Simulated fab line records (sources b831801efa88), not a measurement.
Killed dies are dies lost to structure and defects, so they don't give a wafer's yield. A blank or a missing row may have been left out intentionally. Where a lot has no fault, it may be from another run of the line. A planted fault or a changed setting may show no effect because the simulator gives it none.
A struck lot beside a sound one / flow sfq-line / 14 out of 325 route steps
Sound: these wafers, L508.2, L508.3, L508.4. The struck wafers were L518.2, L518.3, L518.4. At the end, the cause is stated.
Per side, at each step with rows, come the tool, then ch with its chambers, and then its first start. Under that, the readings that differ: sound wafers / struck wafers / difference of the means / sigmas: that difference in standard deviations of wafers without a fault.
alike: a reading whose means differ by less than 2 such deviations, as well as words and numbers matching on both sides. not compared: withheld readings; readings where some wafer has no value; bounds like >300 that might hide an equal value; numbers whose values overlap and for which the record gives no deviation.
Wherever a step has rows on one side only, a row that says differs or no value, or a row with sigmas, the two part there. Numbers that have no deviation but don't overlap get no sigmas and don't part them. A reading that every wafer of one side lacks parts them only if that side has two wafers or more.

first, 6 steps without rows for these wafers: SFQ_TRILAYER_M0_LITHO_COAT_026 (resist thk 62 nm); SFQ_TRILAYER_M0_LITHO_COAT_021 (resist thk 600 nm); SFQ_TRILAYER_M0_LITHO_SOFTBAKE_025; SFQ_TRILAYER_M0_LITHO_EXPOSE_022 (exposes mask M0, target cd 500 nm); SFQ_TRILAYER_M0_LITHO_PEB_024 (peb time 60 s); SFQ_TRILAYER_M0_LITHO_DEVELOP_023 (time 60 s).
SFQ_M0_OVL_MEAS_906:
  sound on overlay-01, day 8 00:37; struck on overlay-02, day 11 18:43
  alike: M0_OVL
SFQ_TRILAYER_M0_BARC_OPEN_METAL_ETCH_031: etches BARC in O2, target depth 125 nm, time 41.7 s.
  sound on rie-metal-04 ch 0,1, day 8 00:39; struck on rie-metal-02 ch 0,1, day 11 18:45
  alike: drypump-motor-current-A, oes-product-au
  not compared: rf-hours-counter-h
SFQ_TRILAYER_M0_ETCH_METAL_ETCH_024: etches Nb in Cl2/Ar, stops on SiO2, target depth 240 nm, time 120 s.
  sound on rie-metal-04 ch 0,1, day 8 00:43; struck on rie-metal-02 ch 0,1, day 11 18:49
  alike: drypump-motor-current-A, oes-product-au
  not compared: rf-hours-counter-h
SFQ_TRILAYER_M0_STRIP_STRIP_025: strips in O2.
  sound on rie-metal-04 ch 0,1, day 8 00:50; struck on rie-metal-02 ch 0,1, day 11 18:56
  alike: drypump-motor-current-A, oes-product-au
  not compared: rf-hours-counter-h
then, 1 step without rows for these wafers: SFQ_TRILAYER_M0_STRIP_SOLV_CLEAN_026 (cleans in NMP, time 600 s).
SFQ_TRILAYER_I0_DEP_PECVD_027: deposits SiO2 from SiH4/N2O, time 111.11 s, target thk 500 nm.
  sound on pecvd-02 ch 0,2, day 8 01:37; struck on pecvd-02 ch 0,1,2, day 11 19:43
reading=run-length-s (s); sound=139.3 138.9 138.6; struck=170.0 169.9 169.7; difference=+30.9; sigmas=+67
reading=throttle-valve-pct (%); sound=25.5 26.9 27.1; struck=23.4 23.1 23.7; difference=-3.1; sigmas=-3
reading=model.SiO2_of_TRILAYER_I0_DEP_PECVD_027.thk-nm (nm); sound=499.1 501.5 509.8; struck=635.2 634.7 645.4; difference=+135.0; sigmas=
  alike: heater-power-w
SFQ_TRILAYER_I0_CMP_CMP_028: polishes SiO2.
  sound on cmp-02 ch 1,2,3, day 8 06:14; struck on cmp-02 ch 0,1,3, day 11 19:47
reading=time-to-endpoint-s (s); sound=227 216 220; struck=301 304 329; difference=+90; sigmas=+10
  alike: motor-current-A
SFQ_I0_BOW_MEAS_907:
  sound on film-metro-01, day 8 09:16; struck on film-metro-04, day 11 22:49
  alike: I0_BOW

== WHERE THEY PART ==
Last at SFQ_TRILAYER_I0_CMP_CMP_028 as far as this record goes, first at SFQ_TRILAYER_I0_DEP_PECVD_027. Later steps at which nothing parts them and some readings are alike: SFQ_I0_BOW_MEAS_907.

WHY: what the simulator had put in
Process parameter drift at SFQ_TRILAYER_I0_DEP_PECVD_027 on pecvd-02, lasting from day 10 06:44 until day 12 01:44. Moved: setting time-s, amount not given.
